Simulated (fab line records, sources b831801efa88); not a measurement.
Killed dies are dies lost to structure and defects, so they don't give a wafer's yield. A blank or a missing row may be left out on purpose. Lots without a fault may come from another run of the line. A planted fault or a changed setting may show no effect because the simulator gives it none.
Chamber matching | flow sky130 | SKY_CONTACT_ETCH_17 on rie_diel-04: 4 sister chambers
The step etches SiO2 in C4F8/O2/Ar, stops on Si3N4, target depth 340 nm. 16 wafers are shown with their chamber, then 8 later ones without.

WAFERS WITH THEIR CHAMBER
wafer  | chamber | oes_product_au (a.u.) | bias_w (W)
L074.1 | 2       | 0.895                 | 1196
L074.3 | 0       | 0.885                 | 1197
L074.4 | 1       | 0.896                 | 1192
L078.4 | 2       | 0.901                 | 1203
L078.5 | 1       | 0.904                 | 1198
L078.6 | 0       | 0.897                 | 1208
L081.1 | 3       | 0.889                 | 1201
L081.4 | 0       | 0.879                 | 1201
L081.5 | 0       | 0.884                 | 1209
L082.1 | 2       | 0.899                 | 1200
L082.2 | 0       | 0.891                 | 1194
L082.3 | 1       | 0.897                 | 1200
L084.1 | 0       | 0.893                 | 1199
L084.3 | 2       | 0.891                 | 1199
L084.5 | 0       | 0.888                 | 1196
L088.1 | 2       | 0.896                 | 1199

SIGNATURES (means of the wafers above)
reading        | chamber 0 | chamber 1 | chamber 2 | chamber 3 | scatter within a chamber
oes_product_au | 0.88814   | 0.89900   | 0.89640   | 0.88900   | 0.00515
bias_w         | 1200.57   | 1196.67   | 1199.40   | 1201.00   | 4.7
Rule: a wafer's distance from a chamber is the root of the sum, over the readings, of the square of ((its reading less the chamber's mean) divided by the reading's scatter). The wafer belongs to the nearest chamber; if the next one is less than 2 further off, it can't be placed. The scatter: the root of (the sum of the squares of (reading less its chamber's mean) over the shown wafers, divided by (wafers less chambers)).

WAFERS WITHOUT THEIR CHAMBER
wafer  | oes_product_au (a.u.) | bias_w (W)
L088.2 | 0.886                 | 1200
L088.6 | 0.896                 | 1199
L091.3 | 0.892                 | 1204
L091.4 | 0.899                 | 1199
L091.6 | 0.889                 | 1198
L097.2 | 0.888                 | 1199
L097.3 | 0.896                 | 1196
L097.5 | 0.898                 | 1199

WHICH CHAMBER EACH WENT THROUGH
wafer  | from the rows above               | in truth
L088.2 | can't be placed: 0 or 3 or 2      | 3
L088.6 | can't be placed: 2 or 1 or 3 or 0 | 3
L091.3 | can't be placed: 3 or 0 or 2 or 1 | 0
L091.4 | can't be placed: 1 or 2 or 3 or 0 | 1
L091.6 | can't be placed: 0 or 3 or 2 or 1 | 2
L097.2 | can't be placed: 0 or 3 or 2 or 1 | 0
L097.3 | can't be placed: 1 or 2 or 3 or 0 | 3
L097.5 | can't be placed: 2 or 1 or 3 or 0 | 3
Placed correctly: 0 of 8. Can't be placed from these rows: 8 (the true chamber is among the candidates in 8). Placed wrongly: 0.
